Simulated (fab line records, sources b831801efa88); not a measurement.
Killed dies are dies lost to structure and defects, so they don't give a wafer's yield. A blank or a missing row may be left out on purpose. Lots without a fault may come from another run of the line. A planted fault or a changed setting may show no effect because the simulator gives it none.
Chamber matching | flow sfq_line | SFQ_TRILAYER_I2_CMP_CMP_064 on cmp-02: 4 sister chambers
The step polishes SiO2. 15 wafers are shown with their chamber, then 7 later ones without.

WAFERS WITH THEIR CHAMBER
wafer  | chamber | motor_current_A (A) | slurry_flow_ml_min | time_to_endpoint_s (s)
L726.1 | 1       | 10.4                | 149.6              | 211
L726.4 | 2       | 9.3                 | 149.9              | 215
L726.6 | 0       | 10.1                | 149.9              | 222
L728.2 | 0       | 10.8                | 150.9              | 230
L728.4 | 3       | 11.0                | 150.5              | 231
L728.1 | 2       | 9.5                 | 149.6              | 220
L729.3 | 1       | 10.3                | 149.8              | 217
L729.5 | 2       | 9.5                 | 150.1              | 224
L729.6 | 3       | 10.9                | 150.1              | 227
L730.1 | 3       | 11.1                | 150.3              | 211
L730.2 | 2       | 9.5                 | 149.5              | 211
L730.3 | 1       | 10.5                | 150.0              | 207
L732.1 | 0       | 9.5                 | 150.3              | 211
L732.4 | 1       | 10.2                | 150.7              | 216
L733.3 | 0       | 9.7                 | 150.2              | 215

SIGNATURES (means of the wafers above)
reading            | chamber 0 | chamber 1 | chamber 2 | chamber 3 | scatter within a chamber
motor_current_A    | 10.025    | 10.350    | 9.450     | 11.000    | 0.314
slurry_flow_ml_min | 150.325   | 150.025   | 149.775   | 150.300   | 0.372
time_to_endpoint_s | 219.50    | 212.75    | 217.50    | 223.00    | 7.35
Rule: a wafer's distance from a chamber is the root of the sum, over the readings, of the square of ((its reading less the chamber's mean) divided by the reading's scatter). The wafer belongs to the nearest chamber; if the next one is less than 2 further off, it can't be placed. The scatter: the root of (the sum of the squares of (reading less its chamber's mean) over the shown wafers, divided by (wafers less chambers)).

WAFERS WITHOUT THEIR CHAMBER
wafer  | motor_current_A (A) | slurry_flow_ml_min | time_to_endpoint_s (s)
L734.4 | 9.9                 | 149.2              | 211
L742.2 | 9.5                 | 149.9              | 216
L742.4 | 10.3                | 149.8              | 220
L742.6 | 10.1                | 149.2              | 211
L746.1 | 9.8                 | 149.9              | 200
L746.5 | 9.7                 | 149.6              | 210
L746.6 | 9.9                 | 150.1              | 216

WHICH CHAMBER EACH WENT THROUGH
wafer  | from the rows above               | in truth
L734.4 | can't be placed: 2 or 1 or 0      | 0
L742.2 | can't be placed: 2 or 0           | 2
L742.4 | can't be placed: 1 or 0 or 3 or 2 | 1
L742.6 | can't be placed: 1 or 2 or 0      | 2
L746.1 | can't be placed: 1 or 2 or 0      | 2
L746.5 | can't be placed: 2 or 1 or 0      | 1
L746.6 | can't be placed: 0 or 1 or 2      | 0
Placed correctly: 0 of 7. Can't be placed from these rows: 7 (the true chamber is among the candidates in 7). Placed wrongly: 0.
